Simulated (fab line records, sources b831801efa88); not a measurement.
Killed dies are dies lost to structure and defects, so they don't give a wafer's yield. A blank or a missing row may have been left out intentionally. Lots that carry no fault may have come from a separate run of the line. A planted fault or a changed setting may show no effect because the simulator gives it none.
Which tool was responsible? / flow sky130 / Sampling: 12 lots, 36 wafers, 3 of 708 route steps

## WHAT THE GAUGES READ, wafer by wafer
SKY_GATE_OXIDE_THK_MEAS_02. Usual: for GATE_OXIDE_OXIDATION_00_THK the level is 10.24 nm and the standard deviation is 0.27.
lot=L881; measured=day 12 14:41; on=filmMetro-02; GATE_OXIDE_OXIDATION_00_THK (nm)=10.17 10.10 10.25; flag=
lot=L884; measured=day 13 10:02; on=filmMetro-01; GATE_OXIDE_OXIDATION_00_THK (nm)=10.65 10.73 10.78; flag=
lot=L885; measured=day 13 17:46; on=filmMetro-04; GATE_OXIDE_OXIDATION_00_THK (nm)=12.73 12.90 12.83; flag=OFF
lot=L886; measured=day 14 03:36; on=filmMetro-04; GATE_OXIDE_OXIDATION_00_THK (nm)=12.89 12.75 12.81; flag=OFF
lot=L893; measured=day 17 00:41; on=filmMetro-02; GATE_OXIDE_OXIDATION_00_THK (nm)=10.30 10.33 10.19; flag=
lot=L894; measured=day 17 06:08; on=filmMetro-02; GATE_OXIDE_OXIDATION_00_THK (nm)=10.11 10.38 10.33; flag=
lot=L895; measured=day 17 10:50; on=filmMetro-02; GATE_OXIDE_OXIDATION_00_THK (nm)=9.93 9.75 9.74; flag=
lot=L898; measured=day 18 12:14; on=filmMetro-01; GATE_OXIDE_OXIDATION_00_THK (nm)=10.48 10.55 10.54; flag=
lot=L900; measured=day 19 09:02; on=filmMetro-01; GATE_OXIDE_OXIDATION_00_THK (nm)=10.15 10.11 10.31; flag=
lot=L901; measured=day 19 10:14; on=filmMetro-01; GATE_OXIDE_OXIDATION_00_THK (nm)=10.34 10.17 10.08; flag=
lot=L902; measured=day 19 17:58; on=filmMetro-04; GATE_OXIDE_OXIDATION_00_THK (nm)=10.46 10.43 10.44; flag=
lot=L904; measured=day 20 18:24; on=filmMetro-01; GATE_OXIDE_OXIDATION_00_THK (nm)=10.30 10.55 10.31; flag=

SKY_VIA1_THK_MEAS_01. Usual: for VIA1_HDPCVD_THK the level is 1028 nm and the standard deviation is 11.
lot=L881; measured=day 32 13:03; on=filmMetro-01; VIA1_HDPCVD_THK (nm)=997 1006 1000; flag=
lot=L884; measured=day 33 12:46; on=filmMetro-01; VIA1_HDPCVD_THK (nm)=1012 1037 1030; flag=
lot=L885; measured=day 33 23:43; on=filmMetro-03; VIA1_HDPCVD_THK (nm)=1013 1024 1037; flag=
lot=L886; measured=day 34 06:42; on=filmMetro-01; VIA1_HDPCVD_THK (nm)=1019 1009 1020; flag=
lot=L893; measured=day 37 01:51; on=filmMetro-02; VIA1_HDPCVD_THK (nm)=1036 1031 1037; flag=
lot=L894; measured=day 37 03:08; on=filmMetro-01; VIA1_HDPCVD_THK (nm)=1009 1014 1029; flag=
lot=L895; measured=day 37 07:52; on=filmMetro-02; VIA1_HDPCVD_THK (nm)=1035 1025 1030; flag=
lot=L898; measured=day 38 03:22; on=filmMetro-01; VIA1_HDPCVD_THK (nm)=1037 1030 1040; flag=
lot=L900; measured=day 38 23:32; on=filmMetro-02; VIA1_HDPCVD_THK (nm)=1024 1025 1025; flag=
lot=L901; measured=day 38 23:46; on=filmMetro-03; VIA1_HDPCVD_THK (nm)=1029 1036 1030; flag=
lot=L902; measured=day 39 08:02; on=filmMetro-03; VIA1_HDPCVD_THK (nm)=1037 1038 1048; flag=
lot=L904; measured=day 40 00:50; on=filmMetro-03; VIA1_HDPCVD_THK (nm)=1030 1015 1047; flag=

## WHICH TOOL RAN EACH LOT (tool, then ch and the chambers of the sampled wafers, then the start)
lot=L881; SKY_GATE_OXIDE_OXIDATION_01=furnace-01 ch 0, day 12 13:16
lot=L884; SKY_GATE_OXIDE_OXIDATION_01=furnace-02 ch 0, day 13 08:38
lot=L885; SKY_GATE_OXIDE_OXIDATION_01=furnace-02 ch 0, day 13 16:22
lot=L886; SKY_GATE_OXIDE_OXIDATION_01=furnace-02 ch 0, day 14 02:11
lot=L893; SKY_GATE_OXIDE_OXIDATION_01=furnace-02 ch 0, day 16 23:16
lot=L894; SKY_GATE_OXIDE_OXIDATION_01=furnace-02 ch 0, day 17 04:42
lot=L895; SKY_GATE_OXIDE_OXIDATION_01=furnace-01 ch 0, day 17 09:25
lot=L898; SKY_GATE_OXIDE_OXIDATION_01=furnace-02 ch 0, day 18 10:50
lot=L900; SKY_GATE_OXIDE_OXIDATION_01=furnace-01 ch 0, day 19 07:38
lot=L901; SKY_GATE_OXIDE_OXIDATION_01=furnace-02 ch 0, day 19 08:48
lot=L902; SKY_GATE_OXIDE_OXIDATION_01=furnace-02 ch 0, day 19 16:33
lot=L904; SKY_GATE_OXIDE_OXIDATION_01=furnace-01 ch 0, day 20 16:59
- SKY_GATE_OXIDE_OXIDATION_01: stabilise 600 s, purge 300 s, target thk 10.268 nm.

## WHAT THE TOOLS THEMSELVES READ (means of the sampled wafers that have a number; where no wafer has one, the mark that the record gives instead)
SKY_GATE_OXIDE_OXIDATION_01. Usual: spikeTcUpperC 900.4 C, standard deviation 2; tube_center_temp_C_max 902.3, standard deviation 0.35.
lot=L881; tool=furnace-01; spikeTcUpperC (C)=898.9; tube_center_temp_C_max=902.3; flag=
lot=L884; tool=furnace-02; spikeTcUpperC (C)=902.6; tube_center_temp_C_max=902.3; flag=
lot=L885; tool=furnace-02; spikeTcUpperC (C)=902.0; tube_center_temp_C_max=902.7; flag=
lot=L886; tool=furnace-02; spikeTcUpperC (C)=901.5; tube_center_temp_C_max=902.1; flag=
lot=L893; tool=furnace-02; spikeTcUpperC (C)=901.7; tube_center_temp_C_max=902.6; flag=
lot=L894; tool=furnace-02; spikeTcUpperC (C)=903.2; tube_center_temp_C_max=902.5; flag=
lot=L895; tool=furnace-01; spikeTcUpperC (C)=898.6; tube_center_temp_C_max=902.4; flag=
lot=L898; tool=furnace-02; spikeTcUpperC (C)=902.8; tube_center_temp_C_max=902.2; flag=
lot=L900; tool=furnace-01; spikeTcUpperC (C)=897.7; tube_center_temp_C_max=902.6; flag=
lot=L901; tool=furnace-02; spikeTcUpperC (C)=902.9; tube_center_temp_C_max=902.4; flag=
lot=L902; tool=furnace-02; spikeTcUpperC (C)=902.4; tube_center_temp_C_max=902.3; flag=
lot=L904; tool=furnace-01; spikeTcUpperC (C)=898.7; tube_center_temp_C_max=902.0; flag=

## THE ANSWER, worked out from the rows above alone
Rule: a lot is off if the mean of its wafers that have a number lies more than 3 standard deviations from the usual mean. A lot without any number at a reading at which 4 lots or more have one is off too. The other lots that the step has rows for count as sound. First the gauges in route order, then the tools' own readings, where a lot's mean is used as printed above. At the first step where some lot is off, the reading lying furthest off is the one used; lots without a number count as furthest.
Off: at SKY_GATE_OXIDE_THK_MEAS_02 (GATE_OXIDE_OXIDATION_00_THK), L885, L886.
A tool fits if, at a process step before that reading, it ran every lot that is off, and no sound lot after the first of them. The gauges at SKY_GATE_OXIDE_THK_MEAS_02 are tried like those tools. No candidate that was tried fits.

## WHAT THE SIMULATOR HAD PUT IN
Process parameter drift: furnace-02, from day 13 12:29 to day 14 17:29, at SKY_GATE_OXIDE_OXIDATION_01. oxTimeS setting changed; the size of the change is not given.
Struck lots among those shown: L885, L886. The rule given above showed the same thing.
